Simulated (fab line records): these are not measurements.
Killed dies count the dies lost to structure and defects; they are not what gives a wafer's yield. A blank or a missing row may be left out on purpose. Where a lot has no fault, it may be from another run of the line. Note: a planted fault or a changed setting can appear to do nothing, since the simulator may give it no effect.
The same fault as seen by 2 desks	flow gf180mcu	each desk has only its own numbers; what lay behind them comes last

## THE METROLOGY DESK
Means of the sampled wafers that have a number, per lot and without regard to the tool the lot ran on: this is what the gauges read. The brackets show how far a lot's mean lies from the usual mean; more than 4 standard deviations puts the lot out of limits, marked OUT.
Columns: A = STI_CVD_03_THK at GF_STI_THK_MEAS_04, usual 206.8 nm; B = DUAL_GATE_OVL at GF_DUAL_GATE_OVL_MEAS_11, usual -1.2 nm
lot	first seen here	A	B
L674	day 1 18:34	206.2	-1.1
L676	day 2 05:07	206.9	-3.0
L678	day 2 14:35	205.2	-3.7
L679	day 2 19:35	206.6	-3.2
L680	day 3 00:34	205.7	-0.0
L682	day 3 10:35	205.3	-0.9
L684	day 3 21:42	384.2 (+89) OUT	-
L692	day 5 12:56	208.1	3.1
L693	day 5 17:34	207.9	-1.5
L695	day 6 04:38	208.8	-1.2
L696	day 6 09:00	207.8	1.0
This desk's finding: out of limits on L684; first on L684, day 3 21:42 (STI_CVD_03_THK at GF_STI_THK_MEAS_04). Within limits: L674, L676, L678, L679, L680, L682, L692, L693, L695, L696.

## THE TOOL OWNER'S DESK: lpcvd-01
The tool's own readings at GF_STI_CVD_03 (deposits Si3N4 from DCS/NH3, target thk 207.16 nm, time 3551 s): means of the sampled wafers that have a number, for each lot that ran on this tool. The brackets show how far a lot's mean lies from the usual mean; more than 4 standard deviations puts the lot out of limits, marked OUT.
Columns: A = pressure-mtorr at GF_STI_CVD_03, usual 249.9 mTorr; B = spike-tc-top-C at GF_STI_CVD_03, usual 782.9 C
lot	first seen here	A	B
L676	day 2 03:08	250.0	784.4
L679	day 2 17:34	249.2	784.9
L680	day 2 22:34	250.1	783.1
L684	day 3 18:43	250.7	784.8
This desk found nothing out of limits on any of the 4 lots.

## PUT TOGETHER
The metrology desk could have raised an alarm at day 3 21:42, on L684.
Nothing out of limits was seen by the tool owner's desk.
On record at the tool owner's desk: L684, within its limits.
All the named lots went through GF_STI_CVD_03 on lpcvd-01.

## WHAT HAD BEEN PUT IN BY THE SIMULATOR
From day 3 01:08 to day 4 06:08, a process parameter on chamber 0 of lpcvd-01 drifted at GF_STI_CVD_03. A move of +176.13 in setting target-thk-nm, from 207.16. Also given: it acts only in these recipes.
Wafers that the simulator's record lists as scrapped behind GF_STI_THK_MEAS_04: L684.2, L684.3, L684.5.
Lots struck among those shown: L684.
Time in hours between the start of the fault and the first out-of-limits reading at each desk: metrology desk, 21.
